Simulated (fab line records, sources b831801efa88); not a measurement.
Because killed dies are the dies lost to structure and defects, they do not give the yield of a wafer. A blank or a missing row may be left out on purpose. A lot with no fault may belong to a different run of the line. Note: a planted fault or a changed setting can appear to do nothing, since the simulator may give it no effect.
Matching of chambers + flow sky130 + SKY_VIA1_HDPCVD_00 on hdpcvd-02 has 3 sister chambers
The step deposits SiO2, target thk 1030 nm, time 171.7 s. 6 wafers are shown with their chamber, then 7 later ones without.

== WAFERS PAIRED WITH THEIR CHAMBERS ==
| wafer  | chamber | sih4_flow_sccm (sccm) |
|--------|---------|-----------------------|
| L433.3 | 0       | 59.83                 |
| L434.1 | 0       | 59.64                 |
| L435.2 | 1       | 60.10                 |
| L435.5 | 2       | 60.12                 |
| L438.1 | 2       | 60.13                 |
| L438.2 | 1       | 60.11                 |

== WAFERS WITHOUT THEIR CHAMBER ==
| wafer  | sih4_flow_sccm (sccm) |
|--------|-----------------------|
| L438.5 | 60.38                 |
| L444.1 | 60.28                 |
| L444.4 | 60.00                 |
| L445.2 | 60.04                 |
| L445.6 | 60.08                 |
| L448.1 | 59.84                 |
| L448.6 | 60.00                 |

== CHAMBER TAKEN BY EACH ==
| wafer  | from the rows above     | in truth                   |
|--------|-------------------------|----------------------------|
| L438.5 | can't be placed: 2 or 1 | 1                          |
| L444.1 | can't be placed: 2 or 1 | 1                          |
| L444.4 | can't be placed: 1 or 2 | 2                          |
| L445.2 | can't be placed: 1 or 2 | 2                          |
| L445.6 | can't be placed: 1 or 2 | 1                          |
| L448.1 | 0                       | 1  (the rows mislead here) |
| L448.6 | can't be placed: 1 or 2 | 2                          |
Correctly placed: 0 of 7. From these rows, 6 cannot be placed; in 6 the true chamber is one of the candidates. 1 placed wrongly.
How it was worked out, from the rows above alone: a wafer's distance from a chamber is the root of the sum, over the readings, of the square of ((its reading less the chamber's mean) divided by the reading's scatter). The wafer belongs to the nearest chamber; if the next one is less than 2 further off, it can't be placed. A chamber's mean is the mean of its shown wafers. The scatter: the root of (the sum of the squares of (reading less its chamber's mean) over the shown wafers, divided by (wafers less chambers)).
